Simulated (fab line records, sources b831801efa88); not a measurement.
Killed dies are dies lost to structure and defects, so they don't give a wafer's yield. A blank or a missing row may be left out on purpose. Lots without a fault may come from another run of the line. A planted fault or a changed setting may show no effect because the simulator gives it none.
Chamber matching | flow gf180mcu | GF_V1_CMP_26 on cmp-01: 4 sister chambers
The step polishes, stops on SiO2, t overpolish 15 s, target thk 0 nm. 4 wafers are shown with their chamber, then 11 later ones without.

WAFERS WITH THEIR CHAMBER
wafer  | chamber | motor_current_A (A)
L085.4 | 0       | 11.0
L087.1 | 3       | 11.7
L087.5 | 1       | 10.9
L089.2 | 2       | 10.0

WAFERS WITHOUT THEIR CHAMBER
wafer  | motor_current_A (A)
L089.4 | 10.5
L089.5 | 12.4
L093.1 | 10.7
L093.3 | 10.5
L093.5 | 10.3
L094.1 | 11.3
L094.4 | 10.3
L094.5 | 10.3
L096.4 | 9.9
L096.5 | 11.4
L096.6 | 10.4

WHICH CHAMBER EACH WENT THROUGH
wafer  | from the rows above          | in truth
L089.4 | can't be placed: 1 or 0 or 2 | 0
L089.5 | can't be placed: 3 or 0      | 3
L093.1 | can't be placed: 1 or 0 or 2 | 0
L093.3 | can't be placed: 1 or 0 or 2 | 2
L093.5 | can't be placed: 2 or 1 or 0 | 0
L094.1 | can't be placed: 0 or 3 or 1 | 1
L094.4 | can't be placed: 2 or 1 or 0 | 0
L094.5 | can't be placed: 2 or 1 or 0 | 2
L096.4 | 2                            | 2
L096.5 | can't be placed: 3 or 0 or 1 | 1
L096.6 | can't be placed: 2 or 1 or 0 | 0
Placed correctly: 1 of 11. Can't be placed from these rows: 10 (the true chamber is among the candidates in 10). Placed wrongly: 0.
How it was worked out, from the rows above alone: a wafer's distance from a chamber is the root of the sum, over the readings, of the square of ((its reading less the chamber's mean) divided by the reading's scatter). The wafer belongs to the nearest chamber; if the next one is less than 2 further off, it can't be placed. A chamber's mean is the mean of its shown wafers. The scatter: with one shown wafer a chamber, the root of the mean of the squares of how far each hidden wafer lies from its nearest shown one.
